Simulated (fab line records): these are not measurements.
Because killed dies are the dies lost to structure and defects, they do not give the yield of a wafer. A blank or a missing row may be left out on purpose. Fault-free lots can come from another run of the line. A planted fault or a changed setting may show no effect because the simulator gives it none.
Which tool did it?    flow sky130    Sampling: 11 lots, 33 wafers, 2 of 708 route steps

WHAT THE GAUGES SHOWED, per wafer
SKY_VIA4_THK_MEAS_20: measures by xrf.
lot   measured      on             VIA4_W_THK (nm)
L921  day 44 02:31  film metro-04  505 501 507
L923  day 44 11:22  film metro-04  517 520 519
L922  day 44 13:53  film metro-02  509 511 512
L924  day 44 16:34  film metro-02  519 511 510
L926  day 45 13:55  film metro-02  516 517 516
L927  day 45 15:49  film metro-03  509 506 499
L928  day 45 21:07  film metro-04  519 515 515
L929  day 46 06:52  film metro-04  511 514 517
L930  day 46 21:04  film metro-04  511 510 515
L934  day 47 16:17  film metro-03  515 514 512
L942  day 48 22:40  film metro-03  510 504 506

EACH LOT AND THE TOOL THAT RAN IT (in order: tool; ch and the chambers of the sampled wafers; start)
lot   SKY_METAL3_ETCH_17
L921  rie diel-02 ch 1,3, day 40 02:56
L923  rie diel-01 ch 0,1,2, day 40 14:52
L922  rie diel-01 ch 1,2,3, day 40 19:04
L924  rie diel-01 ch 2,3, day 40 22:43
L926  rie diel-01 ch 0,1,2, day 41 17:49
L927  rie diel-02 ch 0,1,2, day 41 21:25
L928  rie diel-02 ch 1,2,3, day 42 02:02
L929  rie diel-02 ch 0,2, day 42 11:47
L930  rie diel-01 ch 0,1,2, day 42 17:01
L934  rie diel-01 ch 1,2,3, day 43 20:40
L942  rie diel-03 ch 1,2, day 45 04:30
- SKY_METAL3_ETCH_17: etches SiO2 in C4F8/O2/Ar, stops on TiN, time 3.9 s, target depth 15 nm.

THE ANSWER, worked out from the rows above alone
Rule: the lots themselves supply what counts as usual. Put in order of their means at a reading, lots are off if they are a third of the lots or fewer, leave a main group of 4 or more, and stand apart from it by a gap of 3 or more times the standard deviation of the main group's means; of several such gaps the widest counts. A main group is skipped when, at the precision printed for the reading in the tables above, its means are all equal. Also off: a lot with no number at a reading for which 4 or more lots have one. The other lots that the step has rows for count as sound.
No lot is off on any of the readings shown, so nothing can be concluded from this.

WHAT THE SIMULATOR HAD INSERTED
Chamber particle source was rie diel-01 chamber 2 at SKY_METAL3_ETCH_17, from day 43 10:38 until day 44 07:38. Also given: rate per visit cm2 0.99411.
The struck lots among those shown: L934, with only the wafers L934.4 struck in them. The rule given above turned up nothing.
